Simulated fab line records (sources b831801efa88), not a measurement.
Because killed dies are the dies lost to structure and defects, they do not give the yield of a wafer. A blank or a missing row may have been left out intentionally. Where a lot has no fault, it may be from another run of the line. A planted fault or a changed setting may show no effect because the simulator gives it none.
Chamber matching -- flow gf180mcu -- cmp-02 running GF_STI_CMP_25: 4 sister chambers
The step polishes, stops on Si3N4, t overpolish 33 s, target thk 524.6 nm. 4 wafers are shown with their chamber, then 6 later ones without.

## WAFERS WITH THEIR CHAMBER
wafer,chamber,motor_current_A (A)
L775.6,0,13.1
L776.2,1,9.5
L776.4,3,11.7
L776.6,2,11.1

## WAFERS WITHOUT THEIR CHAMBER
wafer,motor_current_A (A)
L777.4,12.4
L777.5,11.3
L777.6,9.5
L778.1,11.1
L778.3,10.4
L778.6,9.3

## WHICH CHAMBER EACH WENT THROUGH
wafer,from the rows above,in truth
L777.4,can't be placed: 0 or 3 or 2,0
L777.5,can't be placed: 2 or 3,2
L777.6,1,1
L778.1,can't be placed: 2 or 3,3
L778.3,can't be placed: 2 or 1 or 3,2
L778.6,1,1
Correct placement for 2 of the 6. Unplaceable from these rows: 4, with the true chamber sitting among the candidates in 4. Number placed wrongly: 0.
How it was worked out, from the rows above alone: a wafer's distance from a chamber is the root of the sum, over the readings, of the square of ((its reading less the chamber's mean) divided by the reading's scatter). If the next closest chamber is less than 2 further off than the closest, the wafer can't be placed; otherwise it belongs to the closest. A chamber's mean is the mean of its shown wafers. The scatter: with one shown wafer a chamber, the root of the mean of the squares of how far each hidden wafer lies from its nearest shown one.
